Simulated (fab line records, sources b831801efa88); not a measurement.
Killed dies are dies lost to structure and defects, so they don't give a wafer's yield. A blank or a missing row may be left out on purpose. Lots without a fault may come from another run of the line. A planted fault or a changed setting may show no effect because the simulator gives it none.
Chamber matching | flow sky130 | SKY_FIELD_ISO_ETCH_15 on rie_diel-01: 4 sister chambers
The step etches the open film in CHF3/O2, stops on Si, target depth 180 nm, time 72 s. 4 wafers are shown with their chamber, then 8 later ones without.

WAFERS WITH THEIR CHAMBER
wafer  | chamber | throttle_valve_pct (%)
L081.5 | 0       | 8.838
L087.1 | 1       | 8.840
L087.6 | 2       | 8.850
L088.3 | 3       | 8.829

WAFERS WITHOUT THEIR CHAMBER
wafer  | throttle_valve_pct (%)
L088.5 | 8.834
L088.6 | 8.852
L093.3 | 8.854
L093.4 | 8.860
L093.6 | 8.834
L097.1 | 8.835
L097.4 | 8.846
L097.5 | 8.848

WHICH CHAMBER EACH WENT THROUGH
wafer  | from the rows above          | in truth
L088.5 | can't be placed: 0 or 3 or 1 | 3
L088.6 | 2                            | 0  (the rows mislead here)
L093.3 | 2                            | 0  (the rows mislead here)
L093.4 | 2                            | 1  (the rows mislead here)
L093.6 | can't be placed: 0 or 3 or 1 | 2
L097.1 | can't be placed: 0 or 1 or 3 | 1
L097.4 | can't be placed: 2 or 1 or 0 | 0
L097.5 | can't be placed: 2 or 1 or 0 | 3
Placed correctly: 0 of 8. Can't be placed from these rows: 5 (the true chamber is among the candidates in 3). Placed wrongly: 3.
How it was worked out, from the rows above alone: a wafer's distance from a chamber is the root of the sum, over the readings, of the square of ((its reading less the chamber's mean) divided by the reading's scatter). The wafer belongs to the nearest chamber; if the next one is less than 2 further off, it can't be placed. A chamber's mean is the mean of its shown wafers. The scatter: with one shown wafer a chamber, the root of the mean of the squares of how far each hidden wafer lies from its nearest shown one.
